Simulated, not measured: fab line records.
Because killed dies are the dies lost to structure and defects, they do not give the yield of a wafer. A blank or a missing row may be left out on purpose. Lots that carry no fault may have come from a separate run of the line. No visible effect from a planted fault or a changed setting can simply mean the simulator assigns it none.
One fault seen from 2 desks + flow gf180mcu + each desk has only its own numbers; what lay behind them comes last

## METROLOGY DESK
What the gauges read, lot by lot, whatever tool the lot ran on: means of the sampled wafers that have a number. A lot is out of limits, marked OUT, if its mean lies more than 4 standard deviations from the usual mean; the brackets give that distance.
Columns: A = HV_LDD_RS at GF_HV_LDD_RS_MEAS_53, usual 412.4 ohm/sq; B = PSD_OVL at GF_PSD_OVL_MEAS_08, usual -0.9 nm; C = CONTACT_CVD_02_THK at GF_CONTACT_THK_MEAS_03, usual 858 nm
| lot  | first seen here | A     | B    | C             |
|------|-----------------|-------|------|---------------|
| L949 | day 12 03:46    | 413.3 | -1.6 | 865           |
| L950 | day 12 17:58    | 411.4 | 0.9  | 859           |
| L957 | day 14 23:22    | 412.5 | -1.2 | 693 (-15) OUT |
| L959 | day 15 18:11    | 412.6 | -0.4 | 698 (-15) OUT |
| L960 | day 16 03:36    | 411.3 | 0.6  | 685 (-16) OUT |
| L964 | day 17 13:59    | 412.6 | 1.1  | 850           |
| L965 | day 17 22:11    | 412.2 | -0.2 | 861           |
| L966 | day 18 05:31    | 412.1 | -1.9 | 865           |
| L969 | day 19 11:09    | 412.6 | 1.1  | 849           |
| L970 | day 19 16:16    | 412.9 | -1.8 | 858           |
| L971 | day 19 18:07    | 412.2 | -2.3 | 866           |
| L972 | day 20 02:56    | 412.7 | -0.4 | 860           |
Per this desk, out of limits: L957, L959, L960; the first was L957, day 17 23:17 (CONTACT_CVD_02_THK at GF_CONTACT_THK_MEAS_03). L949, L950, L964, L965, L966, L969, L970, L971, L972 stayed within limits.

## THE TOOL OWNER'S DESK: pecvd-04
The tool's own readings at GF_CONTACT_CVD_02 (deposits SiO2 from TEOS, target thk 860 nm, time 95.992 s): means of the sampled wafers that have a number, for each lot that ran on this tool. A lot is out of limits, marked OUT, if its mean lies more than 4 standard deviations from the usual mean; the brackets give that distance.
Columns: A = heater-power-w at GF_CONTACT_CVD_02, usual 669 W
| lot  | first seen here | A   |
|------|-----------------|-----|
| L957 | day 17 23:13    | 733 |
| L959 | day 18 20:19    | 625 |
| L960 | day 19 05:47    | 693 |
| L969 | day 22 15:34    | 698 |
| L970 | day 22 20:10    | 643 |
This desk's verdict: no lot among the 5 shows anything out of limits.

## TAKEN TOGETHER
On L957, L959, L960, the metrology desk was in a position to raise an alarm at day 17 23:17.
Nothing out of limits was seen by the tool owner's desk.
On record at the tool owner's desk: L957, L959, L960, within its limits.
Of the lots named, all ran GF_CONTACT_CVD_02 on pecvd-04.

## WHAT WAS PUT IN BY THE SIMULATOR
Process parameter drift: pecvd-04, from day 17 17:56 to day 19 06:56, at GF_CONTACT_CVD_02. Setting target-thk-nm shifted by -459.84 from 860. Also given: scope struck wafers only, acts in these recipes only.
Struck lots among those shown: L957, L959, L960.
Per desk, hours elapsed from the start of the fault to the first reading out of limits: for the metrology desk, 5.
